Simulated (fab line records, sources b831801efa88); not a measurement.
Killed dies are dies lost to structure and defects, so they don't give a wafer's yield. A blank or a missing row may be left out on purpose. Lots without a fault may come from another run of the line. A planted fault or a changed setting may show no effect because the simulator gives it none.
fab line records | flow sky130
record lots=6 wafers=18 last_day=50
route steps=708 shown CONTACT@422 METAL1@434
lots that met no fault: from a run of the same line without faults
start_h: hours from the record's first day to the start of the lot's first wafer shown | wait_h: hours since the lot's step before | " the same as in the row above | L1.1+2: a row that stands for several wafers | - no value, or no start given | * or withheld: withheld | < > ~ a bound
route shown NAME@n: a module of which the file shows steps, and the number in the route of the first | usual: mean/standard deviation of fault-free wafers | same: alike in all rows | chamber/n: place in a boat | sites: the reading at each site | _std_site: their standard deviation | _edge_site: outer sites' mean less inner sites' | radius_mm: how far each site lies from the wafer's centre | mask NAME#n: copy n | behind: the tool/chamber that last shaped the wafer | hold: why the lot was held/for how many hours/how that ended | device: the transistor (n, p or np) that didn't switch | end of line: the same wafers' tests at the end of the route | a step without rows: its recipe alone | killed: dies lost to structure and defects at the first sort, not the wafer's yield | map: a wafer's dies, x killed, . not, _ none there
set.NAME: the setting as run; set.NAME@STEP: as run at that earlier step | model.NAME: the simulator's own value behind a step, which no gauge read
lots at some steps of the route; a table a step, a row a wafer
services: from which hour (start_h, from the record's first day; less than 0 if before it) a tool's chamber was out of use, for how many hours, and why
## steps
# step SKY_CONTACT_ETCH_16
# recipe chemistry=N2/H2 target=BARC ion_energy_ev=200 source_w=500 bias_w=100 pressure_mtorr=30 n2_flow_sccm=100 h2_flow_sccm=200 stop_on=SiO2 time_s=45.9 target_depth_a=600
# step SKY_CONTACT_ETCH_17
# recipe target=SiO2 chemistry=C4F8/O2/Ar stop_on=Si3N4 mask_material=KrF-thick source_w=1500 bias_w=1200 pressure_mtorr=40 c4f8_flow_sccm=withheld O2_flow_sccm=6 Ar_flow_sccm=300 time_s=withheld target_depth_a=3400
# usual oes_product_au=0.891/0.0054
# columns lot.wafer tool chamber start_h wait_h oes_product_au
L388.1 rie_diel-02 1 778.49 0.0 0.889
L388.4 " 3 " " 0.885
L388.5 " 1 " " 0.900
L389.3 rie_diel-02 3 788.52 0.0 0.891
L389.5 " 0 " " 0.890
L389.6 " 1 " " 0.882
L400.2 rie_diel-01 1 874.20 0.0 0.888
L400.4 " 2 " " 0.892
L400.5 " 1 " " 0.894
L401.3 rie_diel-03 3 878.34 0.0 0.897
L401.4 " 2 " " 0.898
L401.5 " 1 " " 0.889
L406.2 rie_diel-02 1 918.20 0.0 0.882
L406.4 " 2 " " 0.893
L406.5 " 1 " " 0.882
L405.1 rie_diel-02 2 921.32 0.0 0.896
L405.2 " 1 " " 0.882
L405.3 " 3 " " 0.890
# step SKY_CONTACT_ETCH_18
# recipe target=Si3N4 chemistry=CHF3/O2 stop_on=TiN source_w=600 bias_w=200 pressure_mtorr=40 chf3_flow_sccm=50 O2_flow_sccm=5 time_s=39 target_depth_a=750
# usual drypump_motor_current_A=5.6/0.49 oes_product_au=0.856/0.0075 throttle_valve_pct=8.794/0.0083
# columns lot.wafer tool chamber start_h wait_h drypump_motor_current_A oes_product_au rf_hours_counter_h throttle_valve_pct
L388.1 rie_diel-02 1 - - 6.3 0.842 6 8.797
L388.4 " 3 " " 5.2 0.853 2 8.790
L388.5 " 1 " " 6.2 0.845 - 8.805
L389.3 rie_diel-02 3 - - 5.2 0.857 2 8.787
L389.5 " 0 " " 5.1 0.853 - 8.797
L389.6 " 1 " " 6.3 0.858 - 8.808
L400.2 rie_diel-01 1 - - 6.5 0.855 18 8.792
L400.4 " 2 " " 5.3 0.865 8 8.805
L400.5 " 1 " " 6.4 0.862 - 8.800
L401.3 rie_diel-03 3 - - 5.9 0.842 1 8.776
L401.4 " 2 " " 5.4 0.851 17 8.787
L401.5 " 1 " " 5.4 0.845 - 8.773
L406.2 rie_diel-02 1 - - 6.3 0.853 11 8.787
L406.4 " 2 " " 5.3 0.862 17 8.786
L406.5 " 1 " " 6.3 0.850 - 8.802
L405.1 rie_diel-02 2 - - 5.3 0.862 17 8.792
L405.2 " 1 " " 6.3 0.853 11 8.799
L405.3 " 3 " " 5.2 0.848 7 8.794
# step SKY_CONTACT_STRIP_19
# recipe chemistry=O2/N2 power_w=1400 pressure_mtorr=1500 platen_temp_c=withheld o2_flow_sccm=3000 n2_flow_sccm=300 overash_fraction=0.5
# step SKY_CONTACT_STRIP_20
# recipe chemistry=post_etch_residue_remover time_s=1200 temp_c=72.5
# step SKY_CONTACT_CLEAN_21
# recipe chemistry=IPA time_s=180 temp_c=25
# step SKY_CONTACT_CLEAN_22
# recipe chemistry=O3/DIW dry=n2_spin
# step SKY_CONTACT_SPUTTER_23
# recipe material=TiN target_thk_nm=20 chamber_pressure_pa=5 power_w=4000 time_s=80
# usual cathode_dc_power_W=4000.0/0.73 chamber_pressure_pa=5.001/0.011 throttle_valve_pct=30.1/0.92
# columns lot.wafer tool chamber start_h wait_h cathode_dc_power_W chamber_pressure_pa throttle_valve_pct
L388.1 pvd_sputter-02 - 779.17 0.0 3999.4 4.996 30.5
L388.4 " - " " 4000.1 5.011 31.5
L388.5 " - " " 4001.6 4.988 28.3
L389.3 pvd_sputter-03 - 789.20 0.0 4000.3 4.988 29.3
L389.5 " - " " 4000.1 5.002 29.2
L389.6 " - " " 3998.4 4.989 29.3
L400.2 pvd_sputter-03 - 875.32 0.0 3999.2 5.008 29.0
L400.4 " - " " 4001.0 4.979 29.3
L400.5 " - " " 3999.7 5.006 29.3
L401.3 pvd_sputter-02 - 879.02 0.0 4000.4 5.004 30.1
L401.4 " - " " 4001.1 5.003 31.6
L401.5 " - " " 4000.1 4.999 28.5
L406.2 pvd_sputter-02 - 918.88 0.0 3999.0 4.996 30.8
L406.4 " - " " 4000.3 5.024 31.4
L406.5 " - " " 4002.2 5.027 30.2
L405.1 pvd_sputter-04 - 922.02 0.0 4000.9 5.007 30.1
L405.2 " - " " 3999.6 4.997 31.0
L405.3 " - " " 4000.3 4.995 29.7
# step SKY_CONTACT_CVD_24
# recipe material=W target_thk_nm=340 time_s=102.12 temp_c=400 pressure_torr=40
# usual heater_power_w=913/25
# columns lot.wafer tool chamber start_h wait_h heater_power_w
L388.1 cvd_w-01 0 779.23 0.0 928
L388.4 " 1 " " 889
L388.5 " 0 " " 927
L389.3 cvd_w-01 1 789.30 0.1 882
L389.5 " 1 " " 876
L389.6 " 0 " " 928
L400.2 cvd_w-02 1 875.38 0.0 916
L400.4 " 1 " " 921
L400.5 " 1 " " 922
L401.3 cvd_w-01 1 879.12 0.1 881
L401.4 " 0 " " 923
L401.5 " 0 " " 958
L406.2 cvd_w-02 1 918.94 0.0 944
L406.4 " 0 " " 933
L406.5 " 0 " " 921
L405.1 cvd_w-02 0 922.08 0.0 920
L405.2 " 1 " " 961
L405.3 " 1 " " 903
# step SKY_CONTACT_RS_MEAS_25
# recipe thk_meas_gauge=four-point-probe reads=W_of_CONTACT_CVD_24+TiN_of_CONTACT_SPUTTER_23
# usual CONTACT_W_RS=0.337/0.0036
# columns lot.wafer tool chamber start_h wait_h CONTACT_W_RS[ohm/sq]
L388.1 film_metro-04 - 779.34 0.1 0.333
L388.4 " - " " 0.340
L388.5 " - " " 0.331
L389.3 film_metro-04 - 789.42 0.1 0.333
L389.5 " - " " 0.337
L389.6 " - " " 0.332
L400.2 film_metro-02 - 875.51 0.1 0.337
L400.4 " - " " 0.334
L400.5 " - " " 0.331
L401.3 film_metro-04 - 879.23 0.1 0.339
L401.4 " - " " 0.338
L401.5 " - " " 0.336
L406.2 film_metro-02 - 919.07 0.1 0.331
L406.4 " - " " 0.329
L406.5 " - " " 0.330
L405.1 film_metro-02 - 922.19 0.1 0.338
L405.2 " - " " 0.338
L405.3 " - " " 0.337
# step SKY_CONTACT_THK_MEAS_26
# recipe thk_meas_gauge=xrf reads=W_of_CONTACT_CVD_24
# usual CONTACT_W_THK=342/6.6
# columns lot.wafer tool chamber start_h wait_h CONTACT_W_THK[nm]
L388.1 film_metro-04 - 779.46 0.1 346
L388.4 " - " " 339
L388.5 " - " " 347
L389.3 film_metro-04 - 789.52 0.1 345
L389.5 " - " " 344
L389.6 " - " " 345
L400.2 film_metro-02 - 875.62 0.1 334
L400.4 " - " " 338
L400.5 " - " " 340
L401.3 film_metro-04 - 879.33 0.1 341
L401.4 " - " " 341
L401.5 " - " " 340
L406.2 film_metro-02 - 919.18 0.1 345
L406.4 " - " " 345
L406.5 " - " " 346
L405.1 film_metro-02 - 922.31 0.1 337
L405.2 " - " " 337
L405.3 " - " " 338
# step SKY_CONTACT_CMP_27
# recipe stop_on=SiO2 t_overpolish_s=15 down_force_psi=3.5 platen_rpm=60 target_thk_nm=0 pad_velocity_m_s=0.94248
# usual motor_current_A=11.3/1.3 overpolish_run_s=15.000/0.009 retaining_ring_pressure_frac=1.000/0.0048 time_to_endpoint_s=81/4.2
# columns lot.wafer tool chamber start_h wait_h motor_current_A overpolish_run_s retaining_ring_pressure_frac time_to_endpoint_s
L388.1 cmp-02 3 779.62 0.1 9.6 15.004 1.011 77
L388.4 " 0 " " 12.3 15.025 0.997 79
L388.5 " 2 " " 10.3 15.007 0.998 78
L389.3 cmp-02 1 789.72 0.2 11.2 15.011 0.998 90
L389.6 " 2 " " 9.8 15.004 1.002 81
L389.5 " 3 " " 9.4 14.997 0.995 79
L400.4 cmp-01 2 875.67 0.0 13.3 14.998 0.997 77
L400.2 " 3 " " 10.5 15.011 1.004 84
L400.5 " 3 " " 10.9 14.998 1.005 86
L401.4 cmp-02 3 879.37 0.0 9.6 14.999 0.991 79
L401.3 " 2 " " 10.2 14.998 1.003 77
L401.5 " 0 " " 12.2 15.002 0.993 79
L406.4 cmp-01 1 919.33 0.1 11.0 14.993 1.004 81
L406.2 " 2 " " 13.8 14.999 1.000 73
L406.5 " 3 " " 11.4 14.997 0.997 82
L405.1 cmp-02 3 922.37 0.1 9.2 14.978 0.992 82
L405.3 " 0 " " 11.7 15.006 0.995 81
L405.2 " 2 " " 9.8 14.981 1.002 79
# step SKY_METAL1_SPUTTER_00
# recipe material=Ti target_thk_nm=15 power_w=3000 time_s=10 chamber_pressure_pa=0.4
# usual cathode_dc_power_W=3000.0/0.58 chamber_pressure_pa=0.4002/0.00083 throttle_valve_pct=29.7/0.86
# columns lot.wafer tool chamber start_h wait_h cathode_dc_power_W chamber_pressure_pa throttle_valve_pct
L388.1 pvd_sputter-03 - 779.82 0.1 3000.1 0.4007 29.0
L388.4 " - " " 3000.4 0.3990 29.0
L388.5 " - " " 3000.3 0.4009 29.4
L389.3 pvd_sputter-01 - 789.88 0.1 3000.4 0.4005 30.0
L389.5 " - " " 2999.7 0.3994 30.3
L389.6 " - " " 2999.8 0.4002 30.5
L400.2 pvd_sputter-02 - 875.97 0.2 - - -
L400.4 " - " " - - -
L400.5 " - " " - - -
L401.3 pvd_sputter-01 - 879.67 0.1 - - -
L401.4 " - " " - - -
L401.5 " - " " - - -
L406.2 pvd_sputter-03 - 919.53 0.1 2999.5 0.3989 29.6
L406.4 " - " " 2999.4 0.4003 29.4
L406.5 " - " " 3000.3 0.4006 29.3
L405.1 pvd_sputter-01 - 922.67 0.2 2999.8 0.3994 30.2
L405.2 " - " " 2999.3 0.4015 30.3
L405.3 " - " " 2999.5 0.4015 30.1
# step SKY_METAL1_SPUTTER_01
# recipe material=TiN target_thk_nm=20 power_w=6500 time_s=16.7 chamber_pressure_pa=0.4
## services
# columns tool chamber start_h hours kind
pvd_sputter-02 - 760.02 3.3 repair
cmp-01 - 778.38 4.2 repair
rie_diel-01 0 779.57 4.4 repair
cvd_w-02 - 781.59 0.7 repair
pvd_sputter-02 - 794.62 0.8 repair
pvd_sputter-01 - 797.49 3.7 repair
pvd_sputter-03 - 806.48 2.3 repair
cmp-01 - 815.94 5.0 pm
rie_diel-02 1 816.48 4.5 repair
cvd_w-01 - 817.25 6.9 pm
cmp-02 - 828.95 2.5 repair
cmp-01 - 841.28 1.0 repair
rie_diel-03 - 842.47 14.6 pm
pvd_sputter-01 - 850.02 2.4 repair
rie_diel-03 1 899.67 6.2 repair
cvd_w-01 - 904.00 14.0 pm
cvd_w-01 0 904.00 14.0 vent_cycle
cvd_w-01 1 904.00 14.0 vent_cycle
cmp-02 - 912.00 4.0 pm
cmp-02 - 916.00 - consumable_replace:conditioner
cmp-02 - 916.00 - consumable_replace:pad
cvd_w-01 0 918.00 - clean
cvd_w-01 1 918.00 - clean
rie_diel-02 - 919.46 1.7 repair
## key
first_sign step=SKY_METAL1_SPUTTER_00 reading=tool_record direction=missing
effect none on later readings
met_at SKY_METAL1_SPUTTER_00
struck_wafers L400.2,L400.4,L400.5,L401.3,L401.4,L401.5
later_rows_left_out L400.2,L400.4,L400.5,L401.3,L401.4,L401.5
sort_left_out L400.2,L400.4,L400.5,L401.3,L401.4,L401.5
onset_between 789.88 875.97
fault kind=skipped_step_whole tool=pvd_sputter-01,pvd_sputter-02 chamber=- onset_h=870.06 steps=SKY_METAL1_SPUTTER_00 scope=struck_lots_only
# sort_left_out: the simulated sort isn't trusted on such a fault, so these wafers' sort isn't shown, and their yield isn't known
# later_rows_left_out: the simulator's readings of these wafers behind a module that went badly wrong aren't trusted and aren't shown, but for the sort
